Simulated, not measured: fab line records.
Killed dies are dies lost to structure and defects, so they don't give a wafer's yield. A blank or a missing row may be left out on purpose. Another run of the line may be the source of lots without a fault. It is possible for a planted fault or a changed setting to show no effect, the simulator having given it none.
Chamber matching ; flow sky130 ; SKY_LI_CONTACT_ETCH_15 on rie_diel-02 has 4 sister chambers
The step etches PSG in C4F8/O2/Ar, stops on Si, target depth 600 nm. 22 wafers are shown with their chamber, then 11 later ones without.

WAFERS WITH THEIR CHAMBER
wafer;chamber;oes_product_au (a.u.)
L075.1;3;0.832
L075.4;0;0.842
L075.6;3;0.829
L079.1;3;0.841
L079.2;1;0.835
L079.3;0;0.838
L079.4;2;0.834
L079.5;2;0.840
L079.6;1;0.832
L082.2;2;0.845
L082.5;0;0.839
L082.6;3;0.837
L084.1;1;0.838
L084.2;2;0.828
L084.3;3;0.835
L084.4;0;0.832
L084.5;3;0.838
L084.6;0;0.839
L088.3;3;0.830
L088.4;2;0.828
L088.5;2;0.841
L091.1;2;0.842

SIGNATURES, as means of the wafers listed above
reading;chamber 0;chamber 1;chamber 2;chamber 3;scatter within a chamber
oes_product_au;0.83800;0.83500;0.83686;0.83457;0.00513
Rule: for each reading, subtract the chamber's mean from the wafer's reading, divide by that reading's scatter and square the result; add these up over the readings and take the root, which gives the wafer's distance from the chamber. If the next closest chamber is less than 2 further off than the closest, the wafer can't be placed; otherwise it belongs to the closest. The scatter is the square root of a quotient: the sum, over the shown wafers, of each reading's squared deviation from its chamber's mean, divided by wafers minus chambers.

WAFERS WITHOUT THEIR CHAMBER
wafer;oes_product_au (a.u.)
L091.3;0.846
L091.6;0.836
L093.2;0.836
L093.3;0.836
L093.4;0.835
L095.1;0.839
L095.4;0.830
L095.5;0.831
L097.1;0.831
L097.3;0.833
L097.4;0.841

WHICH CHAMBER EACH WENT THROUGH
wafer;from the rows above;in truth
L091.3;can't be placed: 0 or 2 or 1 or 3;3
L091.6;can't be placed: 2 or 1 or 3 or 0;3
L093.2;can't be placed: 2 or 1 or 3 or 0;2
L093.3;can't be placed: 2 or 1 or 3 or 0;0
L093.4;can't be placed: 1 or 3 or 2 or 0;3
L095.1;can't be placed: 0 or 2 or 1 or 3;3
L095.4;can't be placed: 3 or 1 or 2 or 0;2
L095.5;can't be placed: 3 or 1 or 2 or 0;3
L097.1;can't be placed: 3 or 1 or 2 or 0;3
L097.3;can't be placed: 3 or 1 or 2 or 0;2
L097.4;can't be placed: 0 or 2 or 1 or 3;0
Correct placement for 0 of the 11. Cannot be placed on the basis of these rows: 11; the candidates contain the true chamber in 11. Wrongly placed: 0.
